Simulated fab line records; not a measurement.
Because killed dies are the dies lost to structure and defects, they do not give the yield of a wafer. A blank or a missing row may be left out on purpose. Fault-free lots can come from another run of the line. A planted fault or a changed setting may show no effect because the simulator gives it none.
Which tool was responsible? | flow gf180mcu | 13 lots, 37 wafers sampled, at 2 steps of a route of 602

WHAT THE GAUGES READ, wafer by wafer
GF_CONTACT_RS_MEAS_25: uses a four-point probe to measure. Usual: CONTACT_W_RS 0.379 ohm/sq, standard deviation 0.004.
lot  | measured     | on            | CONTACT_W_RS (ohm/sq) | flag
L776 | day 16 09:45 | film-metro-04 | 0.384 0.379 0.376     |
L778 | day 16 16:15 | film-metro-01 | 0.381 0.379 0.379     |
L779 | day 17 00:24 | film-metro-04 | 0.383 0.386 0.381     |
L781 | day 17 22:14 | film-metro-03 | 0.374 0.375 0.375     |
L782 | day 18 15:32 | film-metro-03 | 0.384 0.384 0.380     |
L786 | day 20 07:55 | film-metro-01 | 0.374 0.380           |
L788 | day 20 18:46 | film-metro-03 | 0.371 0.374           |
L791 | day 22 02:10 | film-metro-04 | 0.380 0.378 0.376     |
L794 | day 22 18:26 | film-metro-04 | 0.372 0.382 0.376     |
L795 | day 23 05:33 | film-metro-03 | 0.385 0.383 0.382     |
L797 | day 23 19:47 | film-metro-04 | 0.379 0.384 0.380     |
L798 | day 24 02:27 | film-metro-04 | 0.379 0.374 0.382     |
L799 | day 24 03:40 | film-metro-01 | 0.381 0.375 0.375     |

WHICH TOOL RAN EACH LOT (tool, then ch and the chambers of the sampled wafers, then the start)
lot  | GF_CONTACT_SPUTTER_23
L776 | pvd-sputter-03, day 16 09:37
L778 | pvd-sputter-03, day 16 16:07
L779 | pvd-sputter-04, day 17 00:12
L781 | pvd-sputter-03, day 17 22:02
L782 | pvd-sputter-04, day 18 15:20
L786 | pvd-sputter-04, day 20 07:43
L788 | pvd-sputter-03, day 20 18:36
L791 | pvd-sputter-04, day 22 02:01
L794 | pvd-sputter-03, day 22 18:16
L795 | pvd-sputter-04, day 23 05:25
L797 | pvd-sputter-04, day 23 19:37
L798 | pvd-sputter-02, day 24 02:16
L799 | pvd-sputter-02, day 24 03:31
- GF_CONTACT_SPUTTER_23: material TiN, target thk 10 nm, time 40 s.

AS READ BY THE TOOLS THEMSELVES (means over the sampled wafers that have a number; for cases with no such wafer, the mark the record gives instead)
GF_CONTACT_SPUTTER_23. Usual: cathode-dc-power-W 4000.0 W, standard deviation 0.71; throttle-valve-pct 30.5 %, standard deviation 1.
lot  | tool           | cathode-dc-power-W (W) | throttle-valve-pct (%) | flag
L776 | pvd-sputter-03 | 4000.2                 | 29.4                   |
L778 | pvd-sputter-03 | 4000.1                 | 31.0                   |
L779 | pvd-sputter-04 | 4000.4                 | 31.1                   |
L781 | pvd-sputter-03 | 4000.2                 | 30.3                   |
L782 | pvd-sputter-04 | 4000.3                 | 31.2                   |
L786 | pvd-sputter-04 | 4000.5                 | 30.8                   |
L788 | pvd-sputter-03 | 3999.9                 | 29.7                   |
L791 | pvd-sputter-04 | 3999.6                 | 31.1                   |
L794 | pvd-sputter-03 | 4000.1                 | 29.9                   |
L795 | pvd-sputter-04 | 3999.3                 | 30.9                   |
L797 | pvd-sputter-04 | 3999.9                 | 30.6                   |
L798 | pvd-sputter-02 | 4000.2                 | 30.4                   |
L799 | pvd-sputter-02 | 4000.0                 | 28.9                   |

THE ANSWER, worked out from the rows above alone
Rule: a lot counts as off when the mean over its wafers that have a number is more than 3 standard deviations away from the usual mean. A lot without any number at a reading at which 4 lots or more have one is off too. Where the step has rows for the other lots, those lots are counted as sound. The gauges are gone through in route order, then the tools' own readings, and for those a lot's mean is taken as printed above. At the first step where some lot is off, the reading lying furthest off is the one used; lots without a number count as furthest.
No lot is off on any of the readings shown, so nothing can be concluded from this.

WHAT THE SIMULATOR PUT IN
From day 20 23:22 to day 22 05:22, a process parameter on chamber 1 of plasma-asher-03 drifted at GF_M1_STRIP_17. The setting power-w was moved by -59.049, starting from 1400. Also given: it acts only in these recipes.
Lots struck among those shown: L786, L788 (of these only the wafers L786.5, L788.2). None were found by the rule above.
